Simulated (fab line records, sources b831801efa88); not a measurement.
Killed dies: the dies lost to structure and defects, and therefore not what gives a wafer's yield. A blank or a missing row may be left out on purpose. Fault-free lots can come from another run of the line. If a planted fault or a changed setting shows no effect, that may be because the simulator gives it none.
Chamber matching + flow sky130 + 4 sister chambers for SKY_VIA3_CMP_24 on cmp-02
The step polishes, stops on SiO2, t overpolish 20 s, target thk 0 nm. 8 wafers are shown with their chamber, then 12 later ones without.

WAFERS PAIRED WITH THEIR CHAMBERS
| wafer  | chamber | motorCurrentA (A) | timeToEndpointS (s) |
|--------|---------|-------------------|---------------------|
| L082.2 | 1       | 12.9              | 88                  |
| L084.6 | 3       | 9.7               | 90                  |
| L086.1 | 3       | 10.0              | 93                  |
| L086.2 | 1       | 11.8              | 98                  |
| L086.4 | 2       | 12.9              | 88                  |
| L088.1 | 0       | 11.5              | 95                  |
| L088.2 | 2       | 12.7              | 87                  |
| L088.6 | 0       | 12.0              | 96                  |

WAFERS WITHOUT THEIR CHAMBER
| wafer  | motorCurrentA (A) | timeToEndpointS (s) |
|--------|-------------------|---------------------|
| L088.3 | 10.2              | 90                  |
| L088.4 | 12.2              | 93                  |
| L088.5 | 13.4              | 92                  |
| L089.1 | 10.0              | 89                  |
| L089.3 | 12.5              | 89                  |
| L089.5 | 12.6              | 85                  |
| L089.2 | 12.3              | 93                  |
| L089.4 | 12.9              | 87                  |
| L089.6 | 12.1              | 92                  |
| L093.2 | 11.8              | 100                 |
| L093.5 | 11.8              | 98                  |
| L093.6 | 9.9               | 89                  |

CHAMBER TAKEN BY EACH
| wafer  | from the rows above          | in truth |
|--------|------------------------------|----------|
| L088.3 | 3                            | 3        |
| L088.4 | can't be placed: 1 or 0 or 2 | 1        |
| L088.5 | can't be placed: 2 or 1      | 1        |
| L089.1 | 3                            | 3        |
| L089.3 | can't be placed: 2 or 1 or 0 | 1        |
| L089.5 | can't be placed: 2 or 1      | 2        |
| L089.2 | can't be placed: 1 or 0 or 2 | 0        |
| L089.4 | can't be placed: 2 or 1      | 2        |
| L089.6 | can't be placed: 1 or 0 or 2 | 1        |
| L093.2 | can't be placed: 0 or 1      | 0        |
| L093.5 | can't be placed: 0 or 1      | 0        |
| L093.6 | 3                            | 3        |
3 of 12 placed correctly. Unplaceable from these rows: 9, with the true chamber sitting among the candidates in 9. Number placed wrongly: 0.
How it was worked out, from the rows above alone: a wafer's distance from a chamber is the root of the sum, over the readings, of the square of ((its reading less the chamber's mean) divided by the reading's scatter). The wafer belongs to the nearest chamber; if the next one is less than 2 further off, it can't be placed. For every chamber, the mean is computed from those of its wafers that are shown. The scatter is the square root of a quotient: the sum, over the shown wafers, of each reading's squared deviation from its chamber's mean, divided by wafers minus chambers.
